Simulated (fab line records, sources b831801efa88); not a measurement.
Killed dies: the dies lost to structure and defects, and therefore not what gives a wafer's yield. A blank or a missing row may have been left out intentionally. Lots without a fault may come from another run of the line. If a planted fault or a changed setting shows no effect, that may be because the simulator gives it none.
Code-filled problem report in 8D (eight disciplines) form ; flow gf180mcu ; the parts of the form that need people (team, actions taken, sign-off) are left out
Where a reading is given only as a bound, like >300, the bound stands for it, and a mean or a difference that rests on one is marked > or <: the true number lies beyond.

1. THE ISSUE
V2_W_RS at GF_V2_RS_MEAS_24 reads a mean of 43.928 ohm/sq on 6 wafers of 2 lots; wafers without a fault read 0.328 ohm/sq with a standard deviation of 0.0049. So: +99 or more standard deviations from the usual mean.
The step: measures by four-point-probe.
First seen on wafer L882.2, day 26 09:26, on film_metro-01. The record has a number at this step for 42 wafers belonging to 14 lots. Rule for "out" (also "out of limits"): further than 4 standard deviations from the usual mean. The rest of the wafers with a number are treated as sound.

2. WHAT IT IS, WHAT IT ISN'T
question;is;is not
which readings at this step;V2_W_RS;-
which lots;L882, L883;L865, L868, L869, L870, L871, L872, L873, L884, L885, L886, L887, L888
which wafers of those lots;all that have a number;-
read on which gauges;film_metro-01, film_metro-04;-
when;from day 26 09:26;"up to then (21 sound wafers); but 15 sound wafers of L884, L885, L886, L887, L888 came after"

3. THE SUSPECTS, EACH WITH WHAT RULES IT OUT
Counting: a tool at a process step up to the reading stays a suspect if it ran every lot that is out and no sound lot after the first of them.
- ruled out: the gauge at GF_V2_RS_MEAS_24. 2 gauges (film_metro-01, film_metro-04) read the wafers that are out.
- cvd_w-01 at GF_V2_CVD_23 (deposits W, target thk 350 nm, time 104.94 s): ruled out as a lasting fault. The sound lots L884, L886, L887 went through it after L882, its earliest lot that is out (day 26 09:16).
Left after counting: nothing in the record.

4. THE CAUSE (what the simulator had put in)
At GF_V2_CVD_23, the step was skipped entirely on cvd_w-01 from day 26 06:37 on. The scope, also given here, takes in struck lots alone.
Counting ruled it out, wrongly: the rule takes a fault to strike every lot that its tool runs from its start on, and this one did not.

5. THE EFFECT CHAIN, in route order
Each row: a reading where the mean over the struck wafers with a number is more than 3 standard deviations away from the usual. Scope: only readings with a usual standard deviation given in the record; hours: median across lots of the time from each lot's start at the first step in this table that gives one to its start at this step; sigmas: change in usual standard deviations.
hours;step;reading;usual;on struck wafers;change;sigmas
0;GF_V2_RS_MEAS_24;V2_W_RS;0.328 ohm/sq;43.928;+43.600;+99 or more
0;GF_V2_THK_MEAS_25;V2_W_THK;342 nm;<0;<-342;<-63
0;GF_V2_CMP_26;time_to_endpoint_s;83 s;2;-81;-23
Here are the process steps it includes:
- GF_V2_CMP_26: polishes, stops on SiO2, t overpolish 15 s, target thk 0 nm.
Readings that are blank on the struck wafers while sound wafers have them: chamber_pressure_Torr at GF_V2_CVD_23; heater_power_outer_w at GF_V2_CVD_23; heater_power_w at GF_V2_CVD_23.

6. WHAT WOULD HAVE CAUGHT IT SOONER
3 hours passed between the start of the fault at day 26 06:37 and the first reading out of limits at a measuring or inspecting step in this record, taken at day 26 09:26.
At GF_V2_CVD_23 the tool's readings are blank on the struck wafers, where sound wafers have them: an empty tool record is the first sign, and it was there at once.
